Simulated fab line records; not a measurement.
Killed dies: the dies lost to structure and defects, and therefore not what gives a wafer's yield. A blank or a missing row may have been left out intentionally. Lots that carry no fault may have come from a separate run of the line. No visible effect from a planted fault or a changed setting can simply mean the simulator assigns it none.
Which tool did it?	flow sfqLine	route of 325 steps, sampled at 1 step: 7 lots, 21 wafers

WHAT THE GAUGES SHOWED, per wafer
SFQ_I2_OVL_MEAS_918.
lot	measured	on	I2_OVL (nm)
L310	day 43 16:58	overlay-01	10 12 7
L313	day 44 23:52	overlay-01	7 2 4
L319	day 47 04:41	overlay-02	2 3 1
L321	day 47 22:35	overlay-01	3 -3 2
L326	day 49 21:23	overlay-02	6 9 3
L328	day 51 06:02	overlay-01	-12 -7 -2
L332	day 52 12:10	overlay-02	0 -6 0

WHICH TOOL RAN EACH LOT (tool, then ch and the chambers of the sampled wafers, then the start)
No process step before these readings appears in the record.

THE ANSWER, worked out from the rows above alone
Rule: usual is defined by the lots themselves. The widest of any qualifying gaps counts: lots, ordered by their means at a reading, are off when they make up no more than a third of the lots, leave a main group of 4 or more, and stand apart from it by 3 or more times the standard deviation of that group's means. If all means in a main group match to the digits the tables above print for the reading, that group is not used. A lot without any number at a reading at which 4 lots or more have one is off too. All remaining lots with rows at the step are treated as sound.
Across all readings shown, no lot is off: no conclusion can be drawn from this.

WHAT WAS PUT IN BY THE SIMULATOR
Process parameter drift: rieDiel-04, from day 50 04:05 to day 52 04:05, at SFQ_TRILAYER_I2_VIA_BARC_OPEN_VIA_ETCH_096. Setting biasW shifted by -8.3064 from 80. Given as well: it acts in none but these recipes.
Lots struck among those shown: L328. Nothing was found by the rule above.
